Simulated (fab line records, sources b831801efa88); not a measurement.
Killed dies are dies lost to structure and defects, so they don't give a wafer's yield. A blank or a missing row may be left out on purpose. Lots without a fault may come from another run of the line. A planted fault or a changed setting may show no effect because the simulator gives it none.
A struck lot beside a sound one | flow sfq_line | 14 steps out of a route of 325
Sound: wafers L909.1, L909.2, L909.6. Struck: wafer L911.6. (L911.1, L911.2 of the same lot were not struck and are left out.) The cause comes at the end.
At each step with rows: each side's tool, then ch and its chambers, then its first start. Under that, the readings that differ: sound wafers | struck wafers | difference of the means | sigmas: that difference in standard deviations of wafers without a fault.
alike: readings whose means differ by less than 2 such deviations, and words and numbers that are the same on both sides. not compared: withheld readings, readings that some wafer has no value for, bounds like >300 that may hide the same value, and numbers for which the record gives no deviation and whose values overlap.
The two part at a step that has a row with sigmas, a row that says differs or no value, or rows on one side only. Numbers that don't overlap but have no deviation are shown without sigmas and don't part them. A reading that every wafer of one side lacks parts them only if that side has two wafers or more.

first, 5 steps without rows for these wafers: SFQ_TRILAYER_I4_VIA_LITHO_COAT_103 (resist thk 650 nm); SFQ_TRILAYER_I4_VIA_LITHO_SOFTBAKE_107; SFQ_TRILAYER_I4_VIA_LITHO_EXPOSE_104 (exposes mask I4, target cd 700 nm); SFQ_TRILAYER_I4_VIA_LITHO_PEB_106 (peb time 60 s); SFQ_TRILAYER_I4_VIA_LITHO_DEVELOP_105 (time 60 s).
SFQ_I4_OVL_MEAS_928:
  sound on overlay-02, day 64 01:20; struck on overlay-01, day 64 09:44
  alike: I4_OVL
SFQ_TRILAYER_I4_VIA_BARC_OPEN_VIA_ETCH_146: etches BARC in O2, target depth 125 nm, time 41.7 s.
  sound on rie_diel-01 ch 0,2,3, day 64 01:22; struck on rie_diel-03 ch 2, day 64 09:46
  alike: bias_w, drypump_motor_current_A, oes_product_au
  not compared: rf_hours_counter_h
SFQ_TRILAYER_I4_VIA_ETCH_VIA_ETCH_106: etches SiO2 in CHF3, stops on Nb, target depth 260 nm.
  sound on rie_diel-01 ch 0,2,3, day 64 01:25; struck on rie_diel-03 ch 2, day 64 09:49
  alike: bias_w, drypump_motor_current_A, oes_product_au
SFQ_TRILAYER_I4_VIA_STRIP_STRIP_107: strips in O2.
  sound on rie_metal-02 ch 0,1, day 64 01:31; struck on rie_metal-02 ch 1, day 64 09:55
  alike: drypump_motor_current_A, he_backside_leak_sccm, oes_product_au
  not compared: rf_hours_counter_h
then, 2 steps without rows for these wafers: SFQ_TRILAYER_I4_VIA_STRIP_SOLV_CLEAN_108 (cleans in NMP, time 600 s); SFQ_TRILAYER_JJ_TRILAYER_DEP_PRE_CLEAN_113 (time 22.5 s).
SFQ_TRILAYER_JJ_TRILAYER_DEP_SPUTTER_109: material Nb, target thk 150 nm, time 100 s.
  sound on pvd_sputter-03, day 64 02:20; struck on pvd_sputter-04, day 64 10:44
  alike: throttle_valve_pct
SFQ_TRILAYER_JJ_TRILAYER_DEP_SPUTTER_110: material Al, target thk 8 nm, time 10 s.
  sound on pvd_sputter-03, day 64 02:24; struck on pvd_sputter-04, day 64 10:48
  reading                                                      | sound             | struck | difference | sigmas
  model.Al_of_TRILAYER_JJ_TRILAYER_DEP_SPUTTER_110.thk_nm (nm) | 7.687 7.881 7.776 | 9.736  | +1.955     |
  alike: throttle_valve_pct
then, 1 step without rows for these wafers: SFQ_TRILAYER_JJ_TRILAYER_DEP_AL_OXIDATION_111 (oxidation time 600 s).

WHERE THEY PART
Nowhere in this record.

WHY: what the simulator had put in
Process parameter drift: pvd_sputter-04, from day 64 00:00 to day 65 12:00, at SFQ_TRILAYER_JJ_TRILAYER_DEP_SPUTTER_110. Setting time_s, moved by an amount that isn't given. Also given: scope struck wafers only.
